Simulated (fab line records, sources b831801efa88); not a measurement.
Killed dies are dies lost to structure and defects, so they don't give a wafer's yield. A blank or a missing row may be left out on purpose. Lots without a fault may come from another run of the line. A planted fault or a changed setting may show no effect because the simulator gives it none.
Which tool did it? | flow sky130 | 11 lots, 33 wafers sampled, at 4 steps of a route of 708

WHAT THE GAUGES READ, wafer by wafer
SKY_SD_P_CD_MEAS_07: target cd 380 nm.
lot  | measured     | on        | cd_nm (nm)
L457 | day 25 09:55 | cd_sem-01 | 380.0 381.2 377.3
L458 | day 25 11:36 | cd_sem-02 | 381.4 384.5 385.2
L464 | day 28 03:28 | cd_sem-02 | 380.9 381.0 381.5
L465 | day 28 06:15 | cd_sem-02 | 381.2 377.0 382.0
L468 | day 29 06:38 | cd_sem-01 | 376.9 381.9 380.2
L472 | day 31 04:47 | cd_sem-02 | 380.1 381.7 382.0
L476 | day 31 22:44 | cd_sem-01 | 382.0 380.6 378.7
L477 | day 32 07:10 | cd_sem-02 | 376.0 379.8 378.0
L478 | day 32 16:10 | cd_sem-02 | 382.2 380.3 381.5
L479 | day 33 21:16 | cd_sem-01 | 384.5 381.8 380.5
L480 | day 33 21:35 | cd_sem-01 | 381.0 379.6 377.8

SKY_SD_N_RS_MEAS_16: measures by four-point-probe.
lot  | measured     | on            | SD_N_RS (ohm/sq)
L457 | day 27 21:15 | film_metro-04 | 67.92 67.71 67.89
L458 | day 27 23:19 | film_metro-03 | 67.99 68.01 67.92
L464 | day 30 13:14 | film_metro-02 | 67.86 67.85 67.72
L465 | day 30 16:22 | film_metro-03 | 70.63 70.56 70.48 70.71 70.50 70.61
L468 | day 31 16:32 | film_metro-03 | 70.83 70.68 70.66 70.74 70.59 70.78
L472 | day 33 12:10 | film_metro-03 | 67.88 68.06 68.10
L476 | day 34 04:51 | film_metro-03 | 68.11 68.12 67.96
L477 | day 34 12:26 | film_metro-02 | 67.84 67.95 67.86
L478 | day 34 21:11 | film_metro-04 | 67.93 67.92 67.91
L479 | day 36 02:23 | film_metro-04 | 67.95 67.85 67.87
L480 | day 36 02:50 | film_metro-03 | 67.84 67.91 67.90

SKY_SD_N_RS_MEAS_17: measures by four-point-probe.
lot  | measured     | on            | SD_P_RS (ohm/sq)
L457 | day 27 21:22 | film_metro-04 | 147.1 146.4 146.6
L458 | day 27 23:26 | film_metro-03 | 147.3 147.2 146.7
L464 | day 30 13:21 | film_metro-02 | 146.5 146.4 146.3
L465 | day 30 23:12 | film_metro-03 | 162.8 161.9 162.3 162.8 162.3 162.7
L468 | day 32 04:28 | film_metro-03 | 162.4 162.2 162.3 162.7 161.9 162.2
L472 | day 33 12:17 | film_metro-03 | 147.1 147.2 147.5
L476 | day 34 04:58 | film_metro-03 | 147.0 147.5 147.1
L477 | day 34 12:33 | film_metro-02 | 146.5 146.6 146.5
L478 | day 34 21:18 | film_metro-04 | 146.9 146.6 147.0
L479 | day 36 02:31 | film_metro-04 | 147.3 146.9 146.9
L480 | day 36 02:58 | film_metro-03 | 147.2 147.1 147.0

WHICH TOOL RAN EACH LOT (tool, then ch and the chambers of the sampled wafers, then the start)
lot  | SKY_SD_N_RTA_14
L457 | rtp_anneal-02 ch 0, day 27 21:05
L458 | rtp_anneal-01 ch 0, day 27 23:06
L464 | rtp_anneal-01 ch 0, day 30 13:02
L465 | rtp_anneal-02 ch 0, day 30 16:10
L468 | rtp_anneal-02 ch 0, day 31 16:22
L472 | rtp_anneal-01 ch 0, day 33 11:59
L476 | rtp_anneal-01 ch 0, day 34 04:40
L477 | rtp_anneal-02 ch 0, day 34 12:16
L478 | rtp_anneal-01 ch 0, day 34 21:00
L479 | rtp_anneal-02 ch 0, day 36 02:13
L480 | rtp_anneal-02 ch 0, day 36 02:39
- SKY_SD_N_RTA_14: time 2 s.

WHAT THE TOOLS THEMSELVES READ (means of the sampled wafers that have a number; where no wafer has one, the mark that the record gives instead)
SKY_SD_N_RTA_14.
lot  | tool          | lamp_power_pct (%) | wafer_temp_C_max
L457 | rtp_anneal-02 | 15.73              | 1077.9
L458 | rtp_anneal-01 | 15.79              | 1077.6
L464 | rtp_anneal-01 | 15.71              | 1077.4
L465 | rtp_anneal-02 | 15.72              | 1077.4
L468 | rtp_anneal-02 | 15.74              | 1079.1
L472 | rtp_anneal-01 | 15.70              | 1078.8
L476 | rtp_anneal-01 | 15.73              | 1077.5
L477 | rtp_anneal-02 | 15.72              | 1078.3
L478 | rtp_anneal-01 | 15.75              | 1079.0
L479 | rtp_anneal-02 | 15.74              | 1078.2
L480 | rtp_anneal-02 | 15.75              | 1076.6

THE ANSWER, worked out from the rows above alone
Rule: what is usual is taken from the lots themselves. Put in order of their means at a reading, lots are off if they are a third of the lots or fewer, leave a main group of 4 or more, and stand apart from it by a gap of 3 or more times the standard deviation of the main group's means; of several such gaps the widest counts. A main group whose means are all the same, to the digits that the tables above print for the reading, isn't used. A lot without any number at a reading at which 4 lots or more have one is off too. The other lots that the step has rows for count as sound. The gauges are gone through in route order, then the tools' own readings, and for those a lot's mean is taken as printed above. The first step at which some lot is off is used, and at that step the reading that is off furthest; a lot without a number counts as furthest.
Off: L465, L468, at SKY_SD_N_RS_MEAS_16 (SD_N_RS). The main group: mean 67.92 ohm/sq, standard deviation 0.078.
A tool fits if, at a process step before that reading, it ran every lot that is off, and no sound lot after the first of them. The gauges at SKY_SD_N_RS_MEAS_16 are tried like those tools. None of those tried fits.

WHAT THE SIMULATOR HAD PUT IN
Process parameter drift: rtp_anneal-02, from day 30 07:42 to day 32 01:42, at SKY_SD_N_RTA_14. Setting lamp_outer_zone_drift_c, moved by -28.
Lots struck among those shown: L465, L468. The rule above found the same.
